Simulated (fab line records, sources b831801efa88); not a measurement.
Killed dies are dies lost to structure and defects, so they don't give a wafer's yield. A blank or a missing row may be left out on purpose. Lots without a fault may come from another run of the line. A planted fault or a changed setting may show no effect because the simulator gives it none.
Which tool did it? | flow sky130 | 13 lots, 39 wafers sampled, at 6 steps of a route of 708

WHAT THE GAUGES READ, wafer by wafer
SKY_VT_ADJUST_PCH_OVL_MEAS_07.
lot  | measured     | on         | VT_ADJUST_PCH_OVL (nm)
L148 | day 10 09:53 | overlay-01 | 0.7 1.1 2.5
L151 | day 11 07:59 | overlay-02 | - - -
L155 | day 12 10:24 | overlay-01 | 1.7 3.2 2.6
L159 | day 13 09:47 | overlay-02 | 2.5 3.3 2.2
L160 | day 14 13:28 | overlay-01 | -0.9 -0.6 -1.4
L161 | day 14 14:00 | overlay-02 | 0.6 -0.2 1.8
L162 | day 14 15:06 | overlay-02 | 2.5 2.5 2.5
L164 | day 15 16:46 | overlay-02 | 2.3 2.4 3.2
L165 | day 15 18:39 | overlay-01 | 1.7 0.5 0.7
L166 | day 16 12:48 | overlay-01 | -0.5 -1.5 -1.0
L167 | day 16 18:59 | overlay-02 | 1.0 0.8 0.9
L168 | day 16 22:05 | overlay-01 | -1.7 -0.6 -1.0
L170 | day 17 23:30 | overlay-02 | 0.6 1.0 1.8

SKY_VT_ADJUST_PCH_TW_MEAS_10.
lot  | measured     | on            | VT_ADJUST_PCH_TW
L148 | day 10 10:11 | film_metro-02 | 145.2 144.0 144.8
L151 | day 11 08:17 | film_metro-03 | 30.3 30.4 30.4
L155 | day 12 10:42 | film_metro-03 | 143.1 142.9 143.0
L159 | day 13 10:05 | film_metro-04 | 142.6 143.2 143.8
L160 | day 14 13:46 | film_metro-02 | 144.9 143.7 144.1
L161 | day 14 14:18 | film_metro-03 | 144.7 144.1 143.9
L162 | day 14 15:23 | film_metro-02 | 143.9 144.6 144.5
L164 | day 15 17:04 | film_metro-02 | 143.6 143.1 143.9
L165 | day 15 18:56 | film_metro-03 | 142.9 144.2 143.8
L166 | day 16 13:05 | film_metro-02 | 144.1 144.0 143.8
L167 | day 16 19:17 | film_metro-02 | 143.7 143.2 143.7
L168 | day 16 22:22 | film_metro-03 | 143.5 143.3 143.7
L170 | day 17 23:47 | film_metro-03 | 143.6 143.7 143.8

SKY_SONOS_TUNNEL_TW_MEAS_12.
lot  | measured     | on            | SONOS_TUNNEL_TW
L148 | day 11 10:20 | film_metro-02 | 200.7 199.4 200.0
L151 | day 12 07:38 | film_metro-03 | 213.5 212.5 212.9
L155 | day 13 12:02 | film_metro-02 | 198.1 198.4 197.7
L159 | day 14 13:06 | film_metro-02 | 199.6 200.3 198.4
L160 | day 15 16:59 | film_metro-03 | 198.3 197.6 197.2
L161 | day 15 17:04 | film_metro-03 | 198.9 198.9 198.0
L162 | day 15 19:18 | film_metro-02 | 198.6 199.0 198.3
L164 | day 16 20:53 | film_metro-02 | 198.3 199.4 199.0
L165 | day 16 23:19 | film_metro-03 | 196.8 198.9 197.5
L166 | day 17 18:27 | film_metro-02 | 199.6 198.2 199.5
L167 | day 18 00:53 | film_metro-03 | 197.9 199.0 198.4
L168 | day 18 04:03 | film_metro-02 | 198.1 199.1 198.7
L170 | day 19 07:01 | film_metro-02 | 200.0 198.6 199.4

SKY_METAL2_CD_MEAS_15: target cd 140 nm.
lot  | measured     | on        | cd_nm (nm)
L148 | day 35 05:26 | cd_sem-02 | 141.4 139.9 140.0
L151 | day 36 07:26 | cd_sem-01 | 140.3 140.6 138.5
L155 | day 37 11:44 | cd_sem-02 | 139.9 138.0 139.3
L159 | day 38 13:29 | cd_sem-02 | 141.1 141.4 141.2
L160 | day 39 08:47 | cd_sem-02 | 140.2 141.3 138.8
L161 | day 39 11:50 | cd_sem-02 | 141.3 143.5 142.0
L162 | day 39 16:26 | cd_sem-02 | 140.0 139.9 140.0
L164 | day 40 10:14 | cd_sem-01 | 141.7 142.4 141.0
L165 | day 40 11:09 | cd_sem-01 | 141.8 141.1 141.1
L166 | day 41 03:40 | cd_sem-01 | 142.5 143.2 142.4
L167 | day 41 07:43 | cd_sem-02 | 138.9 139.3 139.4
L168 | day 41 10:08 | cd_sem-01 | 141.0 141.3 140.5
L170 | day 42 11:25 | cd_sem-01 | 136.2 138.1 137.0

WHICH TOOL RAN EACH LOT (tool, then ch and the chambers of the sampled wafers, then the start)
lot  | SKY_VT_ADJUST_PCH_EXPOSE_04         | SKY_CONTACT_CMP_27
L148 | iline_stepper-01 ch 0, day 9 22:50  | cmp-01 ch 1,2, day 31 16:34
L151 | iline_stepper-02 ch 0, day 10 19:57 | cmp-01 ch 0,2,3, day 32 19:04
L155 | iline_stepper-01 ch 0, day 11 22:19 | cmp-01 ch 0,1,2, day 34 01:07
L159 | iline_stepper-02 ch 0, day 12 20:56 | cmp-02 ch 1,2,3, day 35 03:05
L160 | iline_stepper-02 ch 0, day 13 23:52 | cmp-01 ch 0,2,3, day 35 23:29
L161 | iline_stepper-01 ch 0, day 14 00:40 | cmp-01 ch 0,1, day 36 01:40
L162 | iline_stepper-01 ch 0, day 14 02:29 | cmp-01 ch 0,1,2, day 36 07:26
L164 | iline_stepper-02 ch 0, day 15 02:40 | cmp-02 ch 0,1,3, day 37 02:37
L165 | iline_stepper-01 ch 0, day 15 04:28 | cmp-01 ch 0,1,2, day 37 02:59
L166 | iline_stepper-01 ch 0, day 15 23:30 | cmp-01 ch 1,2,3, day 37 20:16
L167 | iline_stepper-02 ch 0, day 16 05:45 | cmp-01 ch 0,1,3, day 38 00:41
L168 | iline_stepper-02 ch 0, day 16 08:09 | cmp-02 ch 0,1,2, day 38 02:50
L170 | iline_stepper-02 ch 0, day 17 08:22 | cmp-02 ch 0,3, day 39 05:22
- SKY_VT_ADJUST_PCH_EXPOSE_04: exposes mask NWM, target cd 840 nm.
- SKY_CONTACT_CMP_27: polishes, stops on SiO2, t overpolish 15 s, target thk 0 nm.

WHAT THE TOOLS THEMSELVES READ (means of the sampled wafers that have a number; where no wafer has one, the mark that the record gives instead)
SKY_CONTACT_CMP_27.
lot  | tool   | edge_zone_pressure_frac | head_pressure_psi (psi) | motor_current_A (A) | overpolish_run_s (s) | slurry_filter_dp_kPa (kPa) | time_to_endpoint_s (s)
L148 | cmp-01 | 0.998                   | 3.494                   | 9.6                 | 14.995               | 13.61                      | 86
L151 | cmp-01 | 1.007                   | 3.501                   | 10.1                | 15.002               | 13.44                      | 83
L155 | cmp-01 | 0.996                   | 3.503                   | 10.2                | 14.996               | 13.49                      | 90
L159 | cmp-02 | 1.000                   | 3.501                   | 11.4                | 15.001               | 13.48                      | 82
L160 | cmp-01 | 1.003                   | 3.505                   | 10.2                | 15.007               | 13.44                      | 81
L161 | cmp-01 | 0.999                   | 3.498                   | 10.5                | 15.004               | 13.64                      | 83
L162 | cmp-01 | 0.997                   | 3.509                   | 10.3                | 15.006               | 13.47                      | 85
L164 | cmp-02 | 0.998                   | 3.494                   | 10.8                | 15.001               | 13.60                      | 80
L165 | cmp-01 | 1.005                   | 3.502                   | 9.8                 | 15.002               | 13.47                      | 82
L166 | cmp-01 | 0.997                   | 3.500                   | 10.7                | 15.000               | 13.55                      | 84
L167 | cmp-01 | 1.001                   | 3.502                   | 11.2                | 15.011               | 13.42                      | 84
L168 | cmp-02 | 1.007                   | 3.497                   | 11.0                | 15.000               | 13.62                      | 82
L170 | cmp-02 | 0.998                   | 3.499                   | 10.8                | 15.006               | 13.50                      | 77

THE ANSWER, worked out from the rows above alone
Rule: what is usual is taken from the lots themselves. Put in order of their means at a reading, lots are off if they are a third of the lots or fewer, leave a main group of 4 or more, and stand apart from it by a gap of 3 or more times the standard deviation of the main group's means; of several such gaps the widest counts. A main group whose means are all the same, to the digits that the tables above print for the reading, isn't used. A lot without any number at a reading at which 4 lots or more have one is off too. The other lots that the step has rows for count as sound. The gauges are gone through in route order, then the tools' own readings, and for those a lot's mean is taken as printed above. The first step at which some lot is off is used, and at that step the reading that is off furthest; a lot without a number counts as furthest.
Off: L151, at SKY_VT_ADJUST_PCH_OVL_MEAS_07 (VT_ADJUST_PCH_OVL). Without a number there: L151. The main group: mean 1.0 nm, standard deviation 1.4.
A tool fits if, at a process step before that reading, it ran every lot that is off, and no sound lot after the first of them. The gauges at SKY_VT_ADJUST_PCH_OVL_MEAS_07 aren't tried: what is off there is off at SKY_VT_ADJUST_PCH_TW_MEAS_10 too, on other tools, and a gauge's error can't cause that. None of those tried fits.

WHAT THE SIMULATOR HAD PUT IN
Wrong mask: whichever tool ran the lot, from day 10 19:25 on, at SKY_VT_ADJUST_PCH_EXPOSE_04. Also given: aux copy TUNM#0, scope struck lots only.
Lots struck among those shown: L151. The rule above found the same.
